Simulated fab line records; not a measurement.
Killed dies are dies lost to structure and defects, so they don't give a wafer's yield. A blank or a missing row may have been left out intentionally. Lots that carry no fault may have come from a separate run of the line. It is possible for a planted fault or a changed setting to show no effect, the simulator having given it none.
Which tool was responsible? || flow gf180mcu || Sampling: 13 lots, 39 wafers, 5 of 602 route steps

## WHAT THE GAUGES SHOWED, per wafer
GF_HV_LDD_OVL_MEAS_08.
{"lot": "L759", "measured": "day 10 02:19", "on": "overlay-01", "HV_LDD_OVL (nm)": "0.9 0.8 -0.6"}
{"lot": "L760", "measured": "day 10 09:40", "on": "overlay-01", "HV_LDD_OVL (nm)": "1.6 0.2 -1.6"}
{"lot": "L761", "measured": "day 10 12:13", "on": "overlay-02", "HV_LDD_OVL (nm)": "-0.4 2.2 -2.7"}
{"lot": "L762", "measured": "day 10 23:17", "on": "overlay-01", "HV_LDD_OVL (nm)": "1.0 1.6 2.4"}
{"lot": "L763", "measured": "day 11 05:55", "on": "overlay-02", "HV_LDD_OVL (nm)": "1.3 1.7 0.2"}
{"lot": "L765", "measured": "day 12 02:48", "on": "overlay-02", "HV_LDD_OVL (nm)": "-0.8 0.7 1.7"}
{"lot": "L766", "measured": "day 12 08:41", "on": "overlay-01", "HV_LDD_OVL (nm)": "0.4 1.5 0.1"}
{"lot": "L770", "measured": "day 13 15:53", "on": "overlay-02", "HV_LDD_OVL (nm)": "-0.5 1.2 -0.6"}
{"lot": "L773", "measured": "day 14 10:14", "on": "overlay-02", "HV_LDD_OVL (nm)": "1.6 -0.4 0.2"}
{"lot": "L774", "measured": "day 14 19:35", "on": "overlay-02", "HV_LDD_OVL (nm)": "0.0 2.0 -1.3"}
{"lot": "L775", "measured": "day 14 23:21", "on": "overlay-02", "HV_LDD_OVL (nm)": "-0.8 -1.1 0.1"}
{"lot": "L776", "measured": "day 15 07:47", "on": "overlay-02", "HV_LDD_OVL (nm)": "0.1 0.8 0.5"}
{"lot": "L780", "measured": "day 16 15:30", "on": "overlay-02", "HV_LDD_OVL (nm)": "0.2 -0.9 0.2"}

GF_HV_LDD_OVL_MEAS_32.
{"lot": "L759", "measured": "day 11 14:46", "on": "overlay-01", "HV_LDD_02_OVL (nm)": "0.3 0.0 0.4"}
{"lot": "L760", "measured": "day 11 22:46", "on": "overlay-02", "HV_LDD_02_OVL (nm)": "0.1 -0.3 -1.0"}
{"lot": "L761", "measured": "day 12 02:08", "on": "overlay-01", "HV_LDD_02_OVL (nm)": "0.4 1.3 0.7"}
{"lot": "L762", "measured": "day 12 14:20", "on": "overlay-02", "HV_LDD_02_OVL (nm)": "-1.2 -0.6 -0.2"}
{"lot": "L763", "measured": "day 12 21:04", "on": "overlay-02", "HV_LDD_02_OVL (nm)": "-1.5 -0.7 -0.1"}
{"lot": "L765", "measured": "day 13 19:00", "on": "overlay-02", "HV_LDD_02_OVL (nm)": "0.8 1.7 2.0"}
{"lot": "L766", "measured": "day 14 01:19", "on": "overlay-01", "HV_LDD_02_OVL (nm)": "-1.0 1.0 -0.3"}
{"lot": "L770", "measured": "day 15 11:17", "on": "overlay-01", "HV_LDD_02_OVL (nm)": "-1.4 -3.2 -1.4"}
{"lot": "L773", "measured": "day 16 06:04", "on": "overlay-01", "HV_LDD_02_OVL (nm)": "-83.8 -84.9 -85.2"}
{"lot": "L774", "measured": "day 16 16:44", "on": "overlay-01", "HV_LDD_02_OVL (nm)": "-84.2 -83.5 -84.7"}
{"lot": "L775", "measured": "day 16 20:27", "on": "overlay-01", "HV_LDD_02_OVL (nm)": "-0.7 1.0 -0.2"}
{"lot": "L776", "measured": "day 17 04:22", "on": "overlay-02", "HV_LDD_02_OVL (nm)": "-1.1 -1.4 0.1"}
{"lot": "L780", "measured": "day 18 13:23", "on": "overlay-01", "HV_LDD_02_OVL (nm)": "-1.6 -1.1 1.3"}

GF_NSD_CD_MEAS_07: the cd target is 400 nm.
{"lot": "L759", "measured": "day 13 09:19", "on": "cd-sem-01", "cd-nm (nm)": "399.1 399.6 401.0"}
{"lot": "L760", "measured": "day 13 18:16", "on": "cd-sem-01", "cd-nm (nm)": "393.8 396.4 394.7"}
{"lot": "L761", "measured": "day 13 23:32", "on": "cd-sem-01", "cd-nm (nm)": "398.4 398.4 398.6"}
{"lot": "L762", "measured": "day 14 11:18", "on": "cd-sem-01", "cd-nm (nm)": "399.3 398.9 397.9"}
{"lot": "L763", "measured": "day 14 18:07", "on": "cd-sem-01", "cd-nm (nm)": "403.5 403.0 402.8"}
{"lot": "L765", "measured": "day 15 17:41", "on": "cd-sem-01", "cd-nm (nm)": "404.0 402.6 403.0"}
{"lot": "L766", "measured": "day 16 00:16", "on": "cd-sem-02", "cd-nm (nm)": "398.9 397.6 397.6"}
{"lot": "L770", "measured": "day 17 10:47", "on": "cd-sem-01", "cd-nm (nm)": "398.1 399.4 395.7"}
{"lot": "L773", "measured": "day 18 06:12", "on": "cd-sem-02", "cd-nm (nm)": "400.8 399.8 398.3"}
{"lot": "L774", "measured": "day 18 17:09", "on": "cd-sem-02", "cd-nm (nm)": "400.3 401.2 399.6"}
{"lot": "L775", "measured": "day 18 21:37", "on": "cd-sem-01", "cd-nm (nm)": "398.1 396.8 399.0"}
{"lot": "L776", "measured": "day 19 05:33", "on": "cd-sem-02", "cd-nm (nm)": "402.4 403.6 403.3"}
{"lot": "L780", "measured": "day 20 16:56", "on": "cd-sem-02", "cd-nm (nm)": "400.0 397.2 400.0"}

## WHAT TOOL EACH LOT RAN ON (gives the tool, then ch and the chambers of the sampled wafers, and finally the start)
{"lot": "L759", "GF_HV_LDD_STRIP_22": "plasma-asher-01 ch 0,1, day 10 20:14", "GF_HV_LDD_EXPOSE_28": "iline-stepper-01 ch 0, day 11 05:37"}
{"lot": "L760", "GF_HV_LDD_STRIP_22": "plasma-asher-04 ch 0,1, day 11 03:50", "GF_HV_LDD_EXPOSE_28": "iline-stepper-02 ch 0, day 11 13:15"}
{"lot": "L761", "GF_HV_LDD_STRIP_22": "plasma-asher-01 ch 0, day 11 07:11", "GF_HV_LDD_EXPOSE_28": "iline-stepper-01 ch 0, day 11 16:34"}
{"lot": "L762", "GF_HV_LDD_STRIP_22": "plasma-asher-04 ch 0,1, day 11 19:02", "GF_HV_LDD_EXPOSE_28": "iline-stepper-01 ch 0, day 12 04:29"}
{"lot": "L763", "GF_HV_LDD_STRIP_22": "plasma-asher-04 ch 1, day 12 01:07", "GF_HV_LDD_EXPOSE_28": "iline-stepper-01 ch 0, day 12 10:44"}
{"lot": "L765", "GF_HV_LDD_STRIP_22": "plasma-asher-04 ch 0,1, day 12 22:56", "GF_HV_LDD_EXPOSE_28": "iline-stepper-01 ch 0, day 13 08:56"}
{"lot": "L766", "GF_HV_LDD_STRIP_22": "plasma-asher-04 ch 0,1, day 13 04:38", "GF_HV_LDD_EXPOSE_28": "iline-stepper-02 ch 0, day 13 15:04"}
{"lot": "L770", "GF_HV_LDD_STRIP_22": "plasma-asher-04 ch 0,1, day 14 13:15", "GF_HV_LDD_EXPOSE_28": "iline-stepper-01 ch 0, day 14 23:56"}
{"lot": "L773", "GF_HV_LDD_STRIP_22": "plasma-asher-03 ch 0,1, day 15 08:18", "GF_HV_LDD_EXPOSE_28": "iline-stepper-02 ch 0, day 15 19:35"}
{"lot": "L774", "GF_HV_LDD_STRIP_22": "plasma-asher-04 ch 0,1, day 15 18:08", "GF_HV_LDD_EXPOSE_28": "iline-stepper-02 ch 0, day 16 05:04"}
{"lot": "L775", "GF_HV_LDD_STRIP_22": "plasma-asher-01 ch 0,1, day 15 22:02", "GF_HV_LDD_EXPOSE_28": "iline-stepper-01 ch 0, day 16 09:39"}
{"lot": "L776", "GF_HV_LDD_STRIP_22": "plasma-asher-03 ch 0,1, day 16 06:02", "GF_HV_LDD_EXPOSE_28": "iline-stepper-01 ch 0, day 16 17:30"}
{"lot": "L780", "GF_HV_LDD_STRIP_22": "plasma-asher-01 ch 0,1, day 17 14:23", "GF_HV_LDD_EXPOSE_28": "iline-stepper-01 ch 0, day 18 01:30"}
- GF_HV_LDD_STRIP_22: strips in O2/N2.
- GF_HV_LDD_EXPOSE_28: exposes mask Nplus HV AREA, target cd 400 nm.

## WHAT THE TOOLS THEMSELVES READ (means of the sampled wafers that have a number; where no wafer has one, the mark that the record gives instead)
GF_HV_LDD_STRIP_22.
{"lot": "L759", "tool": "plasma-asher-01", "drypump-motor-current-A (A)": 5.9, "heater-power-w (W)": 339, "oes-product-au (a.u.)": 0.700, "strip-time-to-endpoint-s (s)": 13.04}
{"lot": "L760", "tool": "plasma-asher-04", "drypump-motor-current-A (A)": 5.4, "heater-power-w (W)": 314, "oes-product-au (a.u.)": 0.703, "strip-time-to-endpoint-s (s)": 12.99}
{"lot": "L761", "tool": "plasma-asher-01", "drypump-motor-current-A (A)": 5.9, "heater-power-w (W)": 405, "oes-product-au (a.u.)": 0.701, "strip-time-to-endpoint-s (s)": 13.01}
{"lot": "L762", "tool": "plasma-asher-04", "drypump-motor-current-A (A)": 5.5, "heater-power-w (W)": 317, "oes-product-au (a.u.)": 0.710, "strip-time-to-endpoint-s (s)": 12.96}
{"lot": "L763", "tool": "plasma-asher-04", "drypump-motor-current-A (A)": 5.0, "heater-power-w (W)": 330, "oes-product-au (a.u.)": 0.701, "strip-time-to-endpoint-s (s)": 13.09}
{"lot": "L765", "tool": "plasma-asher-04", "drypump-motor-current-A (A)": 5.5, "heater-power-w (W)": 319, "oes-product-au (a.u.)": 0.704, "strip-time-to-endpoint-s (s)": 13.04}
{"lot": "L766", "tool": "plasma-asher-04", "drypump-motor-current-A (A)": 5.9, "heater-power-w (W)": 308, "oes-product-au (a.u.)": 0.699, "strip-time-to-endpoint-s (s)": 13.02}
{"lot": "L770", "tool": "plasma-asher-04", "drypump-motor-current-A (A)": 5.4, "heater-power-w (W)": 317, "oes-product-au (a.u.)": 0.704, "strip-time-to-endpoint-s (s)": 13.01}
{"lot": "L773", "tool": "plasma-asher-03", "drypump-motor-current-A (A)": 6.0, "heater-power-w (W)": 294, "oes-product-au (a.u.)": 0.703, "strip-time-to-endpoint-s (s)": 13.00}
{"lot": "L774", "tool": "plasma-asher-04", "drypump-motor-current-A (A)": 5.9, "heater-power-w (W)": 306, "oes-product-au (a.u.)": 0.702, "strip-time-to-endpoint-s (s)": 13.01}
{"lot": "L775", "tool": "plasma-asher-01", "drypump-motor-current-A (A)": 6.0, "heater-power-w (W)": 341, "oes-product-au (a.u.)": 0.699, "strip-time-to-endpoint-s (s)": 13.02}
{"lot": "L776", "tool": "plasma-asher-03", "drypump-motor-current-A (A)": 5.8, "heater-power-w (W)": 276, "oes-product-au (a.u.)": 0.700, "strip-time-to-endpoint-s (s)": 12.99}
{"lot": "L780", "tool": "plasma-asher-01", "drypump-motor-current-A (A)": 5.9, "heater-power-w (W)": 373, "oes-product-au (a.u.)": 0.698, "strip-time-to-endpoint-s (s)": 12.99}

GF_HV_LDD_EXPOSE_28.
{"lot": "L759", "tool": "iline-stepper-01", "focus-offset-nm (nm)": 0.2}
{"lot": "L760", "tool": "iline-stepper-02", "focus-offset-nm (nm)": -0.7}
{"lot": "L761", "tool": "iline-stepper-01", "focus-offset-nm (nm)": -0.0}
{"lot": "L762", "tool": "iline-stepper-01", "focus-offset-nm (nm)": -0.4}
{"lot": "L763", "tool": "iline-stepper-01", "focus-offset-nm (nm)": -0.7}
{"lot": "L765", "tool": "iline-stepper-01", "focus-offset-nm (nm)": -0.6}
{"lot": "L766", "tool": "iline-stepper-02", "focus-offset-nm (nm)": 0.5}
{"lot": "L770", "tool": "iline-stepper-01", "focus-offset-nm (nm)": -0.1}
{"lot": "L773", "tool": "iline-stepper-02", "focus-offset-nm (nm)": 0.6}
{"lot": "L774", "tool": "iline-stepper-02", "focus-offset-nm (nm)": 0.5}
{"lot": "L775", "tool": "iline-stepper-01", "focus-offset-nm (nm)": 0.2}
{"lot": "L776", "tool": "iline-stepper-01", "focus-offset-nm (nm)": -0.1}
{"lot": "L780", "tool": "iline-stepper-01", "focus-offset-nm (nm)": -1.1}

## THE ANSWER, worked out from the rows above alone
Rule: what is usual is taken from the lots themselves. Put in order of their means at a reading, lots are off if they are a third of the lots or fewer, leave a main group of 4 or more, and stand apart from it by a gap of 3 or more times the standard deviation of the main group's means; of several such gaps the widest counts. The tables above print the reading to a certain number of digits; a main group whose means all agree to those digits is not used. A lot without any number at a reading at which 4 lots or more have one is off too. Any other lot the step has rows for is counted as sound. First the gauges in route order, then the tools' own readings, where a lot's mean is used as printed above. The first step at which some lot is off is used, and at that step the reading that is off furthest; a lot without a number counts as furthest.
Off: L773, L774, at GF_HV_LDD_OVL_MEAS_32 (HV_LDD_02_OVL). Main group: mean -0.2 nm, sd 0.87.
If a tool, at a process step before that reading, ran all the lots that are off and no sound lot after the first of them, it fits. The gauges at GF_HV_LDD_OVL_MEAS_32 are tried like those tools. One candidate fits, namely iline-stepper-02 at GF_HV_LDD_EXPOSE_28. Its last sound lot is L766 (day 13 15:04), its first lot that is off L773 (day 15 19:35): a fault that began between those two fits.

## WHAT HAD BEEN PUT IN BY THE SIMULATOR
Scanner matching overlay: iline-stepper-02, from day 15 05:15 on, at GF_HV_LDD_EXPOSE_28. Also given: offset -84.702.
Struck lots among those shown: L773, L774. The rule above reached the same finding.
